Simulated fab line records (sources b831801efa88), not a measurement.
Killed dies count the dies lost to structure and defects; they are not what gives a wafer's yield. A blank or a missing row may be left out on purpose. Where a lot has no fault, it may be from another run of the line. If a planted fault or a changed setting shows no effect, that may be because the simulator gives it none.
Which tool was responsible? || flow sky130 || 33 wafers from 11 lots sampled at 5 of the route's 708 steps

== WHAT EACH GAUGE READ, for each wafer ==
SKY_FIELD_ISO_CD_MEAS_13: the cd target is 150 nm. Usual: cd_nm 150.8 nm, standard deviation 1.5.
{"lot": "L405", "measured": "day 2 06:53", "on": "cd_sem-01", "cd_nm (nm)": "149.4 149.7 150.3", "flag": ""}
{"lot": "L408", "measured": "day 2 20:10", "on": "cd_sem-01", "cd_nm (nm)": "149.7 148.4 149.6", "flag": ""}
{"lot": "L411", "measured": "day 3 12:15", "on": "cd_sem-01", "cd_nm (nm)": "150.8 152.1 153.0", "flag": ""}
{"lot": "L415", "measured": "day 4 08:58", "on": "cd_sem-01", "cd_nm (nm)": "149.4 150.7 149.8", "flag": ""}
{"lot": "L416", "measured": "day 4 13:34", "on": "cd_sem-01", "cd_nm (nm)": "135.2 136.2 139.0 135.7 136.2 138.9", "flag": "OFF"}
{"lot": "L420", "measured": "day 5 10:45", "on": "cd_sem-02", "cd_nm (nm)": "139.6 139.2 138.5 140.0 139.2 138.5", "flag": "OFF"}
{"lot": "L421", "measured": "day 5 16:07", "on": "cd_sem-01", "cd_nm (nm)": "139.8 140.3 141.5 139.5 140.5 141.7", "flag": "OFF"}
{"lot": "L422", "measured": "day 5 22:07", "on": "cd_sem-02", "cd_nm (nm)": "152.3 152.0 151.3", "flag": ""}
{"lot": "L425", "measured": "day 7 13:26", "on": "cd_sem-02", "cd_nm (nm)": "149.4 148.4 148.5", "flag": ""}
{"lot": "L426", "measured": "day 7 14:00", "on": "cd_sem-02", "cd_nm (nm)": "149.4 148.9 149.5", "flag": ""}
{"lot": "L428", "measured": "day 7 14:17", "on": "cd_sem-02", "cd_nm (nm)": "152.0 150.8 150.8", "flag": ""}

SKY_NWELL_OVL_MEAS_23. Usual: NWELL_01_OVL gives 0.3 nm (standard deviation 1.5).
{"lot": "L405", "measured": "day 5 12:30", "on": "overlay-02", "NWELL_01_OVL (nm)": "-2.8 0.8 -0.4", "flag": ""}
{"lot": "L408", "measured": "day 5 22:13", "on": "overlay-01", "NWELL_01_OVL (nm)": "-0.3 1.3 -0.5", "flag": ""}
{"lot": "L411", "measured": "day 6 14:08", "on": "overlay-01", "NWELL_01_OVL (nm)": "-0.7 0.7 0.1", "flag": ""}
{"lot": "L415", "measured": "day 7 15:02", "on": "overlay-01", "NWELL_01_OVL (nm)": "1.5 1.1 0.0", "flag": ""}
{"lot": "L416", "measured": "day 7 21:26", "on": "overlay-01", "NWELL_01_OVL (nm)": "1.3 -1.3 1.2", "flag": ""}
{"lot": "L420", "measured": "day 8 18:34", "on": "overlay-01", "NWELL_01_OVL (nm)": "0.7 0.1 1.1", "flag": ""}
{"lot": "L421", "measured": "day 9 00:02", "on": "overlay-01", "NWELL_01_OVL (nm)": "-3.1 -2.3 -0.2", "flag": ""}
{"lot": "L422", "measured": "day 9 10:23", "on": "overlay-02", "NWELL_01_OVL (nm)": "-3.1 -0.6 -1.8", "flag": ""}
{"lot": "L425", "measured": "day 11 13:20", "on": "overlay-02", "NWELL_01_OVL (nm)": "0.0 -0.9 -1.7", "flag": ""}
{"lot": "L426", "measured": "day 11 13:58", "on": "overlay-02", "NWELL_01_OVL (nm)": "-1.7 -1.7 -0.5", "flag": ""}
{"lot": "L428", "measured": "day 11 12:58", "on": "overlay-01", "NWELL_01_OVL (nm)": "0.6 -1.6 -3.0", "flag": ""}

== WHAT TOOL EACH LOT RAN ON (gives the tool, then ch and the chambers of the sampled wafers, and finally the start) ==
{"lot": "L405", "SKY_FIELD_ISO_EXPOSE_10": "krf_scanner-01 ch 0, day 1 23:27", "SKY_DNWELL_STRIP_08": "plasma_asher-03 ch 0,1, day 3 07:53", "SKY_PWDE_STRIP_09": "plasma_asher-01 ch 0,1, day 4 00:01"}
{"lot": "L408", "SKY_FIELD_ISO_EXPOSE_10": "krf_scanner-02 ch 0, day 2 13:02", "SKY_DNWELL_STRIP_08": "plasma_asher-01 ch 0,1, day 3 18:13", "SKY_PWDE_STRIP_09": "plasma_asher-03 ch 0,1, day 4 10:31"}
{"lot": "L411", "SKY_FIELD_ISO_EXPOSE_10": "krf_scanner-02 ch 0, day 3 04:46", "SKY_DNWELL_STRIP_08": "plasma_asher-01 ch 0,1, day 4 10:05", "SKY_PWDE_STRIP_09": "plasma_asher-03 ch 0,1, day 5 03:44"}
{"lot": "L415", "SKY_FIELD_ISO_EXPOSE_10": "krf_scanner-01 ch 0, day 4 00:29", "SKY_DNWELL_STRIP_08": "plasma_asher-01 ch 0,1, day 5 09:29", "SKY_PWDE_STRIP_09": "plasma_asher-03 ch 0,1, day 6 03:19"}
{"lot": "L416", "SKY_FIELD_ISO_EXPOSE_10": "krf_scanner-01 ch 0, day 4 05:29", "SKY_DNWELL_STRIP_08": "plasma_asher-02 ch 0,1, day 5 16:55", "SKY_PWDE_STRIP_09": "plasma_asher-03 ch 0,1, day 6 09:49"}
{"lot": "L420", "SKY_FIELD_ISO_EXPOSE_10": "krf_scanner-01 ch 0, day 5 01:47", "SKY_DNWELL_STRIP_08": "plasma_asher-02 ch 0,1, day 6 09:40", "SKY_PWDE_STRIP_09": "plasma_asher-04 ch 0, day 7 01:04"}
{"lot": "L421", "SKY_FIELD_ISO_EXPOSE_10": "krf_scanner-01 ch 0, day 5 06:32", "SKY_DNWELL_STRIP_08": "plasma_asher-02 ch 0,1, day 6 13:56", "SKY_PWDE_STRIP_09": "plasma_asher-04 ch 0,1, day 7 07:55"}
{"lot": "L422", "SKY_FIELD_ISO_EXPOSE_10": "krf_scanner-02 ch 0, day 5 14:06", "SKY_DNWELL_STRIP_08": "plasma_asher-03 ch 0,1, day 6 20:11", "SKY_PWDE_STRIP_09": "plasma_asher-04 ch 0,1, day 7 16:38"}
{"lot": "L425", "SKY_FIELD_ISO_EXPOSE_10": "krf_scanner-02 ch 0, day 7 03:10", "SKY_DNWELL_STRIP_08": "plasma_asher-02 ch 0,1, day 8 18:25", "SKY_PWDE_STRIP_09": "plasma_asher-03 ch 0,1, day 9 15:45"}
{"lot": "L426", "SKY_FIELD_ISO_EXPOSE_10": "krf_scanner-02 ch 0, day 7 04:07", "SKY_DNWELL_STRIP_08": "plasma_asher-01 ch 0,1, day 8 18:27", "SKY_PWDE_STRIP_09": "plasma_asher-04 ch 0,1, day 9 15:55"}
{"lot": "L428", "SKY_FIELD_ISO_EXPOSE_10": "krf_scanner-02 ch 0, day 7 04:14", "SKY_DNWELL_STRIP_08": "plasma_asher-03 ch 0,1, day 8 18:06", "SKY_PWDE_STRIP_09": "plasma_asher-01 ch 0,1, day 9 15:34"}
- SKY_FIELD_ISO_EXPOSE_10: exposes mask FOM, target cd 150 nm.
- SKY_DNWELL_STRIP_08: strips in O2/N2.
- SKY_PWDE_STRIP_09: strips in O2/N2.

== WHAT THE TOOLS THEMSELVES READ (means of the sampled wafers that have a number; where no wafer has one, the mark that the record gives instead) ==
SKY_FIELD_ISO_EXPOSE_10. Usual: exposure_dose_mJ_cm2 27.99, standard deviation 0.035.
{"lot": "L405", "tool": "krf_scanner-01", "exposure_dose_mJ_cm2": 28.04, "flag": ""}
{"lot": "L408", "tool": "krf_scanner-02", "exposure_dose_mJ_cm2": 27.96, "flag": ""}
{"lot": "L411", "tool": "krf_scanner-02", "exposure_dose_mJ_cm2": 27.94, "flag": ""}
{"lot": "L415", "tool": "krf_scanner-01", "exposure_dose_mJ_cm2": 28.03, "flag": ""}
{"lot": "L416", "tool": "krf_scanner-01", "exposure_dose_mJ_cm2": 29.97, "flag": "OFF"}
{"lot": "L420", "tool": "krf_scanner-01", "exposure_dose_mJ_cm2": 29.59, "flag": "OFF"}
{"lot": "L421", "tool": "krf_scanner-01", "exposure_dose_mJ_cm2": 29.57, "flag": "OFF"}
{"lot": "L422", "tool": "krf_scanner-02", "exposure_dose_mJ_cm2": 27.99, "flag": ""}
{"lot": "L425", "tool": "krf_scanner-02", "exposure_dose_mJ_cm2": 27.97, "flag": ""}
{"lot": "L426", "tool": "krf_scanner-02", "exposure_dose_mJ_cm2": 27.98, "flag": ""}
{"lot": "L428", "tool": "krf_scanner-02", "exposure_dose_mJ_cm2": 27.97, "flag": ""}

SKY_DNWELL_STRIP_08. Usual: chamber_pressure_mTorr 1500.1 mTorr, standard deviation 1.3; drypump_motor_current_A 6.0 A, standard deviation 0.59; oes_product_au 0.723 a.u., standard deviation 0.0044; strip_time_to_endpoint_s 36.91 s, standard deviation 0.1.
{"lot": "L405", "tool": "plasma_asher-03", "chamber_pressure_mTorr (mTorr)": 1499.4, "drypump_motor_current_A (A)": 6.2, "oes_product_au (a.u.)": 0.725, "strip_time_to_endpoint_s (s)": 37.04, "flag": ""}
{"lot": "L408", "tool": "plasma_asher-01", "chamber_pressure_mTorr (mTorr)": 1501.8, "drypump_motor_current_A (A)": 6.0, "oes_product_au (a.u.)": 0.721, "strip_time_to_endpoint_s (s)": 36.94, "flag": ""}
{"lot": "L411", "tool": "plasma_asher-01", "chamber_pressure_mTorr (mTorr)": 1500.3, "drypump_motor_current_A (A)": 6.3, "oes_product_au (a.u.)": 0.725, "strip_time_to_endpoint_s (s)": 36.78, "flag": ""}
{"lot": "L415", "tool": "plasma_asher-01", "chamber_pressure_mTorr (mTorr)": 1499.9, "drypump_motor_current_A (A)": 6.0, "oes_product_au (a.u.)": 0.723, "strip_time_to_endpoint_s (s)": 36.77, "flag": ""}
{"lot": "L416", "tool": "plasma_asher-02", "chamber_pressure_mTorr (mTorr)": 1498.9, "drypump_motor_current_A (A)": 6.1, "oes_product_au (a.u.)": 0.723, "strip_time_to_endpoint_s (s)": 36.87, "flag": ""}
{"lot": "L420", "tool": "plasma_asher-02", "chamber_pressure_mTorr (mTorr)": 1499.3, "drypump_motor_current_A (A)": 5.6, "oes_product_au (a.u.)": 0.721, "strip_time_to_endpoint_s (s)": 37.05, "flag": ""}
{"lot": "L421", "tool": "plasma_asher-02", "chamber_pressure_mTorr (mTorr)": 1499.8, "drypump_motor_current_A (A)": 5.7, "oes_product_au (a.u.)": 0.722, "strip_time_to_endpoint_s (s)": 36.97, "flag": ""}
{"lot": "L422", "tool": "plasma_asher-03", "chamber_pressure_mTorr (mTorr)": 1499.6, "drypump_motor_current_A (A)": 5.9, "oes_product_au (a.u.)": 0.724, "strip_time_to_endpoint_s (s)": 36.80, "flag": ""}
{"lot": "L425", "tool": "plasma_asher-02", "chamber_pressure_mTorr (mTorr)": 1500.4, "drypump_motor_current_A (A)": 6.1, "oes_product_au (a.u.)": 0.725, "strip_time_to_endpoint_s (s)": 37.07, "flag": ""}
{"lot": "L426", "tool": "plasma_asher-01", "chamber_pressure_mTorr (mTorr)": 1498.8, "drypump_motor_current_A (A)": 6.0, "oes_product_au (a.u.)": 0.720, "strip_time_to_endpoint_s (s)": 36.95, "flag": ""}
{"lot": "L428", "tool": "plasma_asher-03", "chamber_pressure_mTorr (mTorr)": 1501.0, "drypump_motor_current_A (A)": 5.9, "oes_product_au (a.u.)": 0.722, "strip_time_to_endpoint_s (s)": 36.94, "flag": ""}

SKY_PWDE_STRIP_09. Usual: chamber_pressure_mTorr 1499.8 mTorr, standard deviation 1.4; drypump_motor_current_A 6.0 A, standard deviation 0.55; oes_product_au 0.722 a.u., standard deviation 0.0048; strip_time_to_endpoint_s 36.89 s, standard deviation 0.095.
{"lot": "L405", "tool": "plasma_asher-01", "chamber_pressure_mTorr (mTorr)": 1500.3, "drypump_motor_current_A (A)": 6.3, "oes_product_au (a.u.)": 0.720, "strip_time_to_endpoint_s (s)": 36.95, "flag": ""}
{"lot": "L408", "tool": "plasma_asher-03", "chamber_pressure_mTorr (mTorr)": 1498.9, "drypump_motor_current_A (A)": 6.3, "oes_product_au (a.u.)": 0.723, "strip_time_to_endpoint_s (s)": 36.85, "flag": ""}
{"lot": "L411", "tool": "plasma_asher-03", "chamber_pressure_mTorr (mTorr)": 1499.7, "drypump_motor_current_A (A)": 5.9, "oes_product_au (a.u.)": 0.724, "strip_time_to_endpoint_s (s)": 36.86, "flag": ""}
{"lot": "L415", "tool": "plasma_asher-03", "chamber_pressure_mTorr (mTorr)": 1498.8, "drypump_motor_current_A (A)": 5.9, "oes_product_au (a.u.)": 0.725, "strip_time_to_endpoint_s (s)": 36.88, "flag": ""}
{"lot": "L416", "tool": "plasma_asher-03", "chamber_pressure_mTorr (mTorr)": 1499.3, "drypump_motor_current_A (A)": 6.3, "oes_product_au (a.u.)": 0.721, "strip_time_to_endpoint_s (s)": 36.95, "flag": ""}
{"lot": "L420", "tool": "plasma_asher-04", "chamber_pressure_mTorr (mTorr)": 1500.8, "drypump_motor_current_A (A)": 6.5, "oes_product_au (a.u.)": 0.724, "strip_time_to_endpoint_s (s)": 36.93, "flag": ""}
{"lot": "L421", "tool": "plasma_asher-04", "chamber_pressure_mTorr (mTorr)": 1499.1, "drypump_motor_current_A (A)": 6.1, "oes_product_au (a.u.)": 0.719, "strip_time_to_endpoint_s (s)": 36.94, "flag": ""}
{"lot": "L422", "tool": "plasma_asher-04", "chamber_pressure_mTorr (mTorr)": 1500.5, "drypump_motor_current_A (A)": 6.1, "oes_product_au (a.u.)": 0.716, "strip_time_to_endpoint_s (s)": 36.99, "flag": ""}
{"lot": "L425", "tool": "plasma_asher-03", "chamber_pressure_mTorr (mTorr)": 1500.0, "drypump_motor_current_A (A)": 5.9, "oes_product_au (a.u.)": 0.723, "strip_time_to_endpoint_s (s)": 36.88, "flag": ""}
{"lot": "L426", "tool": "plasma_asher-04", "chamber_pressure_mTorr (mTorr)": 1498.7, "drypump_motor_current_A (A)": 5.7, "oes_product_au (a.u.)": 0.721, "strip_time_to_endpoint_s (s)": 36.91, "flag": ""}
{"lot": "L428", "tool": "plasma_asher-01", "chamber_pressure_mTorr (mTorr)": 1500.7, "drypump_motor_current_A (A)": 6.3, "oes_product_au (a.u.)": 0.725, "strip_time_to_endpoint_s (s)": 36.93, "flag": ""}

== THE ANSWER, worked out from the rows above alone ==
Rule: take the mean of a lot's wafers that have a number; if it is more than 3 standard deviations from the usual mean, the lot is off. Also off: a lot with no number at a reading for which 4 or more lots have one. Any other lot the step has rows for is counted as sound. First the gauges in route order, then the tools' own readings, where a lot's mean is used as printed above. The first step at which some lot is off is used, and at that step the reading that is off furthest; a lot without a number counts as furthest.
Off: L416, L420, L421, at SKY_FIELD_ISO_CD_MEAS_13 (cd_nm).
If a tool, at a process step before that reading, ran all the lots that are off and no sound lot after the first of them, it fits. The gauges at SKY_FIELD_ISO_CD_MEAS_13 aren't tried: what is off there is off at SKY_FIELD_ISO_EXPOSE_10 too, on other tools, and a gauge's error can't cause that. One fits: krf_scanner-01 at SKY_FIELD_ISO_EXPOSE_10. Its last sound lot is L415 (day 4 00:29), its first lot that is off L416 (day 4 05:29): a fault that began between those two fits.
On the lots that are off, the tool's own readings at SKY_FIELD_ISO_EXPOSE_10 differ by more than 5 times the standard deviation of the sound lots' means, which bears it out; exposure_dose_mJ_cm2 reads 29.71 there versus 27.98 on the sound lots.

== WHAT THE SIMULATOR HAD INSERTED ==
Process parameters drifting: krf_scanner-01 at SKY_FIELD_ISO_EXPOSE_10, beginning at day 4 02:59. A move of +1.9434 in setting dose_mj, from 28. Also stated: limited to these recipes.
Lots struck among those shown: L416, L420, L421. The rule above reached the same finding.
